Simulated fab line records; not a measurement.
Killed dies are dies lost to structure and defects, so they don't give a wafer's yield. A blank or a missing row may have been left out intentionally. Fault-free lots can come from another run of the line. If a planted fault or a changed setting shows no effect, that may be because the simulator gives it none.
8D (eight disciplines) problem report, filled in by code    flow sky130    the parts of the form that need people (team, actions taken, sign-off) are left out

## 1. THE ISSUE
cdNm at SKY_POLY_GATE_CD_MEAS_13 reads a mean of 138.5 nm on 12 wafers of 4 lots; wafers without a fault read 150.5 nm with a standard deviation of 1.2. That is -10 standard deviations from the usual mean.
The step: target cd 150 nm.
The first sign was on wafer L954.4 at day 17 18:05, on cdSem-01. The record has a number at this step for 36 wafers belonging to 12 lots. Rule for "out" (also "out of limits"): further than 4 standard deviations from the usual mean. All remaining wafers that have a number are taken as sound.

## 2. WHAT THIS IS AND IS NOT
question                     is                      is not
which readings at this step  cdNm                    -
which lots                   L954, L957, L958, L961  L951, L953, L956, L964, L969, L970, L972, L973
which wafers of those lots   all that have a number  -
read on which gauges         cdSem-01, cdSem-02      -
when                         from day 17 18:05       up to then (6 sound wafers); but 18 sound wafers of L956, L964, L969, L970, L972, L973 came after

## 3. SUSPECTS, AND WHAT RULES EACH OUT
Counting: any tool at a process step up to the reading is kept as a suspect provided that every lot that is out went through it and no sound lot did after the first of them.
- the gauge at SKY_POLY_GATE_CD_MEAS_13: ruled out. Those wafers that are out were read across 2 gauges (cdSem-01, cdSem-02).
- krfScanner-01 at SKY_POLY_GATE_EXPOSE_10 (exposes mask P1M, target cd 150 nm): kept. All lots that are out passed through it, beginning with L954 at day 17 03:07, and no sound lot followed; its final sound lot before that point was L953 at day 16 21:19. Out on those wafers are its own readings of exposureDoseMJCm2.
After counting, what remains is krfScanner-01 at SKY_POLY_GATE_EXPOSE_10.

## 4. THE CAUSE (what the simulator had put in)
Process parameters drifting: krfScanner-01 at SKY_POLY_GATE_EXPOSE_10, beginning at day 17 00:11. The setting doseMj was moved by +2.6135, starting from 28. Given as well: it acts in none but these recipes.
The count eliminated every tool but this one.

## 5. THE CHAIN OF EFFECTS, in route order
One row per reading whose mean, taken over the struck wafers that have a number, lies over 3 standard deviations from the usual. Readings are gone through only where the record gives a usual standard deviation; hours: the median, over the lots, of the time from a lot's start at the first step in this table giving one to that lot's start at this step; sigmas: the change measured in usual standard deviations.
hours  step                      reading            usual     on struck wafers  change  sigmas
0      SKY_POLY_GATE_EXPOSE_10   exposureDoseMJCm2  28.010    30.068            +2.058  +76
15     SKY_POLY_GATE_CD_MEAS_13  cdNm               150.5 nm  138.5             -12.0   -10
Process steps it contains:
- SKY_POLY_GATE_EXPOSE_10: exposes mask P1M, target cd 150 nm.

## 6. WHAT WOULD HAVE CAUGHT IT SOONER
18 hours passed between the start of the fault at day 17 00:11 and the first reading out of limits at a measuring or inspecting step in this record, taken at day 17 18:05.
Tool's own readings at SKY_POLY_GATE_EXPOSE_10, exposureDoseMJCm2: out on all struck wafers the step has rows for; an alarm limit on them would have tripped on the first.
L957, L958, L961, from the lots that are out (4), started SKY_POLY_GATE_EXPOSE_10 on krfScanner-01 later than day 17 18:05. A hold on the tool at that time would have spared those 3.
